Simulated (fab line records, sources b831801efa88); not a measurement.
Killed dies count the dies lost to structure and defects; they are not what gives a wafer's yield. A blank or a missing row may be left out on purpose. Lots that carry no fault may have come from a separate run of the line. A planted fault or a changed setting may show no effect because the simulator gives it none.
What tool caused it?    flow sky130    13 lots with 39 wafers sampled at 3 steps, on a route of 708 steps

## WHAT THE GAUGES READ, wafer by wafer
SKY_VIA4_THK_MEAS_01. Usual: VIA4_HDPCVD_THK gives 1747 nm (standard deviation 23).
lot   measured      on             VIA4_HDPCVD_THK (nm)  flag
L942  day 41 15:26  film-metro-04  1764 1755 1759        
L943  day 42 08:53  film-metro-02  1733 1755 1725        
L944  day 42 18:30  film-metro-04  1745 1732 1756        
L945  day 42 22:53  film-metro-03  1742 1756 1743        
L947  day 43 10:41  film-metro-02  1730 1736 1763        
L948  day 43 14:23  film-metro-02  1739 1717 1750        
L949  day 44 01:44  film-metro-04  1752 1745 1729        
L950  day 44 11:41  film-metro-02  1746 1747 1756        
L951  day 44 16:47  film-metro-02  1723 1781 1744        
L959  day 46 12:20  film-metro-02  1744 1776 1738        
L962  day 47 05:38  film-metro-03  1700 1756 1752        
L963  day 47 04:28  film-metro-03  1774 1757 1777        
L964  day 47 06:57  film-metro-04  1747 1722 1710        

## WHICH TOOL RAN EACH LOT (tool, then ch and the chambers of the sampled wafers, then the start)
lot   SKY_FIELD_ISO_OXIDATION_01    SKY_CAP2M_CVD_00
L942  furnace-02 ch 0, day 1 10:07  pecvd-02 ch 0,1,2, day 39 13:21
L943  furnace-01 ch 0, day 1 17:42  pecvd-02 ch 0,1,2, day 40 07:33
L944  furnace-01 ch 0, day 1 21:58  pecvd-04 ch 0,1, day 40 17:26
L945  furnace-01 ch 0, day 2 02:25  pecvd-01 ch 0,1,2, day 40 21:30
L947  furnace-02 ch 0, day 2 11:59  pecvd-02 ch 0,1, day 41 09:46
L948  furnace-02 ch 0, day 2 17:41  pecvd-04 ch 0,1,2, day 41 13:40
L949  furnace-01 ch 0, day 2 23:37  pecvd-02 ch 1,2, day 42 01:11
L950  furnace-02 ch 0, day 3 03:19  pecvd-04 ch 0,1,2, day 42 12:39
L951  furnace-02 ch 0, day 3 08:40  pecvd-01 ch 0,1,2, day 42 18:11
L959  furnace-01 ch 0, day 4 23:07  pecvd-02 ch 1,2, day 44 15:53
L962  furnace-02 ch 0, day 5 19:34  pecvd-04 ch 1,2, day 45 10:04
L963  furnace-02 ch 0, day 5 19:34  pecvd-04 ch 1,2, day 45 09:00
L964  furnace-02 ch 0, day 6 01:10  pecvd-02 ch 0,2, day 45 11:55
- SKY_FIELD_ISO_OXIDATION_01: stabilise 600 s, purge 300 s, target thk 12 nm.
- SKY_CAP2M_CVD_00: deposits SiO2, target thk 15.5 nm.

## WHAT THE TOOLS THEMSELVES READ (means of the sampled wafers that have a number; where no wafer has one, the mark that the record gives instead)
SKY_FIELD_ISO_OXIDATION_01. Usual: 900.01 C for tube-center-temp-C, sd 0.088.
lot   tool        tube-center-temp-C (C)  flag
L942  furnace-02  899.97                  
L943  furnace-01  899.98                  
L944  furnace-01  899.99                  
L945  furnace-01  900.04                  
L947  furnace-02  899.96                  
L948  furnace-02  900.06                  
L949  furnace-01  900.06                  
L950  furnace-02  899.94                  
L951  furnace-02  899.92                  
L959  furnace-01  899.97                  
L962  furnace-02  900.05                  
L963  furnace-02  900.06                  
L964  furnace-02  899.98                  

SKY_CAP2M_CVD_00. Usual: heater-power-w 727 W, standard deviation 100; rf-fwd-power-W 443.0 W, standard deviation 2.6.
lot   tool      heater-power-w (W)  rf-fwd-power-W (W)  flag
L942  pecvd-02  747                 442.1               
L943  pecvd-02  724                 443.2               
L944  pecvd-04  712                 443.3               
L945  pecvd-01  647                 443.8               
L947  pecvd-02  805                 441.9               
L948  pecvd-04  748                 442.1               
L949  pecvd-02  774                 442.0               
L950  pecvd-04  697                 441.9               
L951  pecvd-01  710                 444.9               
L959  pecvd-02  695                 441.6               
L962  pecvd-04  697                 439.2               
L963  pecvd-04  738                 440.6               
L964  pecvd-02  767                 443.4               

## THE ANSWER, worked out from the rows above alone
Rule: a lot is off if the mean of its wafers that have a number lies more than 3 standard deviations from the usual mean. Also off: a lot with no number at a reading for which 4 or more lots have one. All remaining lots with rows at the step are treated as sound. The gauges are gone through in route order, then the tools' own readings, and for those a lot's mean is taken as printed above. At the first step where some lot is off, the reading lying furthest off is the one used; lots without a number count as furthest.
No lot is off at any reading shown: from this, nothing can be told.

## WHAT HAD BEEN PUT IN BY THE SIMULATOR
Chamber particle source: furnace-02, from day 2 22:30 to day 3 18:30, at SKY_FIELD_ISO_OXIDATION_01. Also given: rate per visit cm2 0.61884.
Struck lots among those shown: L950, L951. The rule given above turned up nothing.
